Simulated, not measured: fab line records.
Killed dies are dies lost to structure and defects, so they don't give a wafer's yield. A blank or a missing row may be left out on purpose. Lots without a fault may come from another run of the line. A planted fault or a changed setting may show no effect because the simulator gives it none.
Chamber matching | flow sfq_line | SFQ_TRILAYER_I7_CMP_CMP_184 on cmp-01: 4 sister chambers
The step polishes SiO2. 4 wafers are shown with their chamber, then 9 later ones without.

WAFERS PAIRED WITH THEIR CHAMBERS
wafer  | chamber | motor_current_A (A)
L554.3 | 1       | 11.0
L556.5 | 3       | 9.4
L557.1 | 2       | 9.8
L557.5 | 0       | 9.7

WAFERS MISSING THEIR CHAMBER
wafer  | motor_current_A (A)
L558.1 | 10.8
L558.3 | 9.7
L558.6 | 10.8
L560.1 | 9.2
L560.4 | 9.9
L560.3 | 10.9
L561.2 | 10.6
L561.5 | 9.7
L561.6 | 10.7

WHICH CHAMBER EACH WENT THROUGH
wafer  | from the rows above          | in truth
L558.1 | 1                            | 1
L558.3 | can't be placed: 0 or 2 or 3 | 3
L558.6 | 1                            | 1
L560.1 | can't be placed: 3 or 0 or 2 | 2
L560.4 | can't be placed: 2 or 0 or 3 | 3
L560.3 | 1                            | 1
L561.2 | can't be placed: 1 or 2      | 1
L561.5 | can't be placed: 0 or 2 or 3 | 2
L561.6 | 1                            | 1
Correct placement for 4 of the 9. Can't be placed from these rows: 5 (the true chamber is among the candidates in 5). Wrongly placed: 0.
How it was worked out, from the rows above alone: a wafer's distance from a chamber is the root of the sum, over the readings, of the square of ((its reading less the chamber's mean) divided by the reading's scatter). If the next closest chamber is less than 2 further off than the closest, the wafer can't be placed; otherwise it belongs to the closest. The mean given for a chamber averages the wafers shown for that chamber. The scatter (one wafer shown for each chamber): square how far every hidden wafer sits from the nearest shown wafer, average those squares and take the square root.
